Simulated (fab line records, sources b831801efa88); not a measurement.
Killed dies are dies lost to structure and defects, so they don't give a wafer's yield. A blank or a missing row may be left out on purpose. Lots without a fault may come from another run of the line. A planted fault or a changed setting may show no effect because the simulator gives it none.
Which tool did it? | flow sky130 | 12 lots, 36 wafers sampled, at 5 steps of a route of 708

WHAT THE GAUGES READ, wafer by wafer
SKY_VIA4_THK_MEAS_20: measures by xrf. Usual: VIA4_W_THK 505 nm, standard deviation 6.7.
lot  | measured     | on            | VIA4_W_THK (nm) | flag
L128 | day 42 23:31 | film_metro-02 | 501 509 507     |
L129 | day 43 02:30 | film_metro-02 | 497 501 503     |
L130 | day 43 10:16 | film_metro-02 | 499 500 504     |
L131 | day 43 20:49 | film_metro-03 | 492 495 502     |
L132 | day 44 02:07 | film_metro-02 | 506 509 506     |
L135 | day 45 03:10 | film_metro-01 | 510 499 513     |
L137 | day 45 11:11 | film_metro-03 | 500 514 501     |
L136 | day 45 16:59 | film_metro-02 | 510 507 519     |
L138 | day 45 18:31 | film_metro-02 | 505 507 507     |
L142 | day 46 23:25 | film_metro-03 | 522 517 516     |
L146 | day 47 18:04 | film_metro-02 | 504 498 492     |
L150 | day 49 03:25 | film_metro-01 | 493 499 494     |

SKY_PASSIVATION_THK_MEAS_01. Usual: PASSIVATION_CVD_00_THK 89.9 nm, standard deviation 1.5.
lot  | measured     | on            | PASSIVATION_CVD_00_THK (nm) | flag
L128 | day 43 23:43 | film_metro-03 | 88.1 88.3 90.2              |
L129 | day 44 02:19 | film_metro-01 | 87.7 88.6 90.3              |
L130 | day 44 10:25 | film_metro-04 | 88.8 87.9 89.2              |
L131 | day 44 20:10 | film_metro-04 | 88.3 91.3 90.4              |
L132 | day 45 01:18 | film_metro-04 | 88.6 90.0 89.9              |
L135 | day 46 02:09 | film_metro-01 | 89.5 89.7 93.5              |
L137 | day 46 09:28 | film_metro-01 | 88.3 85.5 89.3              |
L136 | day 46 15:01 | film_metro-04 | 87.4 89.2 89.3              |
L138 | day 46 16:58 | film_metro-04 | 89.2 91.0 89.8              |
L142 | day 47 20:28 | film_metro-04 | 88.4 89.9 88.9              |
L146 | day 48 15:03 | film_metro-04 | 89.1 89.6 91.1              |
L150 | day 49 22:07 | film_metro-03 | 90.9 90.4 92.9              |

SKY_PAD_OPEN_BOW_MEAS_13. Usual: PAD_OPEN_BOW 48 um, standard deviation 9.4.
lot  | measured     | on            | PAD_OPEN_BOW (um) | flag
L128 | day 45 21:04 | film_metro-02 | 45 48 39          |
L129 | day 45 23:35 | film_metro-01 | 60 56 47          |
L130 | day 46 07:18 | film_metro-02 | 46 60 63          |
L131 | day 46 16:23 | film_metro-01 | 52 44 53          |
L132 | day 46 22:52 | film_metro-02 | 44 51 48          |
L135 | day 47 20:47 | film_metro-02 | 43 56 62          |
L137 | day 48 03:58 | film_metro-04 | 110 126 120       | OFF
L136 | day 48 08:21 | film_metro-02 | 105 111 110       | OFF
L138 | day 48 10:26 | film_metro-04 | 101 97 103        | OFF
L142 | day 49 12:16 | film_metro-02 | 49 55 50          |
L146 | day 50 04:31 | film_metro-01 | 65 56 51          |
L150 | day 51 07:55 | film_metro-04 | 32 52 38          |

WHICH TOOL RAN EACH LOT (tool, then ch and the chambers of the sampled wafers, then the start)
lot  | SKY_METAL5_SPUTTER_00        | SKY_PAD_OPEN_ANNEAL_12
L128 | pvd_sputter-01, day 42 23:52 | furnace-01 ch 0, day 45 19:34
L129 | pvd_sputter-02, day 43 02:51 | furnace-02 ch 0, day 45 22:04
L130 | pvd_sputter-02, day 43 10:37 | furnace-01 ch 0, day 46 05:47
L131 | pvd_sputter-04, day 43 21:10 | furnace-02 ch 0, day 46 14:52
L132 | pvd_sputter-04, day 44 02:28 | furnace-01 ch 0, day 46 21:22
L135 | pvd_sputter-04, day 45 04:04 | furnace-01 ch 0, day 47 19:17
L137 | pvd_sputter-01, day 45 11:35 | furnace-02, day 48 02:28
L136 | pvd_sputter-02, day 45 17:35 | furnace-01, day 48 06:50
L138 | pvd_sputter-02, day 45 19:02 | furnace-02, day 48 08:56
L142 | pvd_sputter-04, day 46 23:47 | furnace-02 ch 0, day 49 10:46
L146 | pvd_sputter-02, day 47 18:25 | furnace-02 ch 0, day 50 03:01
L150 | pvd_sputter-04, day 49 03:46 | furnace-01 ch 0, day 51 06:25
- SKY_METAL5_SPUTTER_00: material Ti, target thk 15 nm, time 10 s.
- SKY_PAD_OPEN_ANNEAL_12

WHAT THE TOOLS THEMSELVES READ (means of the sampled wafers that have a number; where no wafer has one, the mark that the record gives instead)
SKY_METAL5_SPUTTER_00. Usual: throttle_valve_pct 29.6 %, standard deviation 1.2.
lot  | tool           | throttle_valve_pct (%) | flag
L128 | pvd_sputter-01 | 30.4                   |
L129 | pvd_sputter-02 | 28.8                   |
L130 | pvd_sputter-02 | 28.9                   |
L131 | pvd_sputter-04 | 30.2                   |
L132 | pvd_sputter-04 | 30.6                   |
L135 | pvd_sputter-04 | 30.0                   |
L137 | pvd_sputter-01 | 29.2                   |
L136 | pvd_sputter-02 | 28.2                   |
L138 | pvd_sputter-02 | 28.5                   |
L142 | pvd_sputter-04 | 30.9                   |
L146 | pvd_sputter-02 | 29.0                   |
L150 | pvd_sputter-04 | 30.0                   |

SKY_PAD_OPEN_ANNEAL_12. Usual: ramp_down_c_per_min 4.0001, standard deviation 0.00075; ramp_up_c_per_min 8.0000, standard deviation 0.0013.
lot  | tool       | ramp_down_c_per_min | ramp_up_c_per_min | flag
L128 | furnace-01 | 3.9996              | 8.0011            |
L129 | furnace-02 | 4.0004              | 8.0000            |
L130 | furnace-01 | 3.9995              | 8.0006            |
L131 | furnace-02 | 4.0002              | 7.9996            |
L132 | furnace-01 | 4.0002              | 7.9995            |
L135 | furnace-01 | 4.0000              | 8.0004            |
L137 | furnace-02 | -                   | -                 | OFF
L136 | furnace-01 | -                   | -                 | OFF
L138 | furnace-02 | -                   | -                 | OFF
L142 | furnace-02 | 4.0001              | 8.0012            |
L146 | furnace-02 | 4.0005              | 8.0023            |
L150 | furnace-01 | 3.9997              | 7.9994            |

THE ANSWER, worked out from the rows above alone
Rule: a lot is off if the mean of its wafers that have a number lies more than 3 standard deviations from the usual mean. A lot without any number at a reading at which 4 lots or more have one is off too. The other lots that the step has rows for count as sound. The gauges are gone through in route order, then the tools' own readings, and for those a lot's mean is taken as printed above. The first step at which some lot is off is used, and at that step the reading that is off furthest; a lot without a number counts as furthest.
Off: L137, L136, L138, at SKY_PAD_OPEN_BOW_MEAS_13 (PAD_OPEN_BOW).
A tool fits if, at a process step before that reading, it ran every lot that is off, and no sound lot after the first of them. The gauges at SKY_PAD_OPEN_BOW_MEAS_13 aren't tried: what is off there is off at SKY_PAD_OPEN_ANNEAL_12 too, on other tools, and a gauge's error can't cause that. None of those tried fits.

WHAT THE SIMULATOR HAD PUT IN
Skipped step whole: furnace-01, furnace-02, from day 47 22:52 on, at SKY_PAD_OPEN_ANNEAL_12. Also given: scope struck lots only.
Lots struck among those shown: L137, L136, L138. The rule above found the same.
